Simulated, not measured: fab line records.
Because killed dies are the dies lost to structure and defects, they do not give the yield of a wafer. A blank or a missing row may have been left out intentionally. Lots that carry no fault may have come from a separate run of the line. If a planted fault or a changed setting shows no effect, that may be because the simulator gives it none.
Matching of chambers | flow sky130 | 3 sister chambers for SKY_CAP2M_CVD_00 on pecvd-04
The step deposits SiO2, target thk 15.5 nm. 6 wafers are shown with their chamber, then 10 later ones without.

== WAFERS PAIRED WITH THEIR CHAMBERS ==
wafer  | chamber | heaterPowerW (W)
L085.1 | 0       | 771
L091.1 | 0       | 702
L091.4 | 1       | 718
L091.5 | 2       | 609
L092.1 | 1       | 737
L092.2 | 2       | 627

== WAFERS MISSING THEIR CHAMBER ==
wafer  | heaterPowerW (W)
L092.5 | 745
L094.1 | 624
L094.2 | 767
L094.3 | 768
L094.4 | 757
L094.5 | 621
L094.6 | 776
L097.2 | 534
L097.4 | 739
L097.6 | 721

== THE CHAMBER EACH PASSED THROUGH ==
wafer  | from the rows above     | in truth
L092.5 | can't be placed: 0 or 1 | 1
L094.1 | 2                       | 2
L094.2 | can't be placed: 0 or 1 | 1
L094.3 | can't be placed: 0 or 1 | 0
L094.4 | can't be placed: 0 or 1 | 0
L094.5 | 2                       | 2
L094.6 | can't be placed: 0 or 1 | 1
L097.2 | 2                       | 2
L097.4 | can't be placed: 0 or 1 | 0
L097.6 | can't be placed: 1 or 0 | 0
Correct placement for 3 of the 10. From these rows, 7 cannot be placed; in 7 the true chamber is one of the candidates. Wrongly placed: 0.
How it was worked out, from the rows above alone: a wafer's distance from a chamber is the root of the sum, over the readings, of the square of ((its reading less the chamber's mean) divided by the reading's scatter). If the next closest chamber is less than 2 further off than the closest, the wafer can't be placed; otherwise it belongs to the closest. The mean given for a chamber averages the wafers shown for that chamber. The scatter: take each reading less its chamber's mean, square it, sum over the shown wafers, divide by the number of wafers less the number of chambers, and take the root.
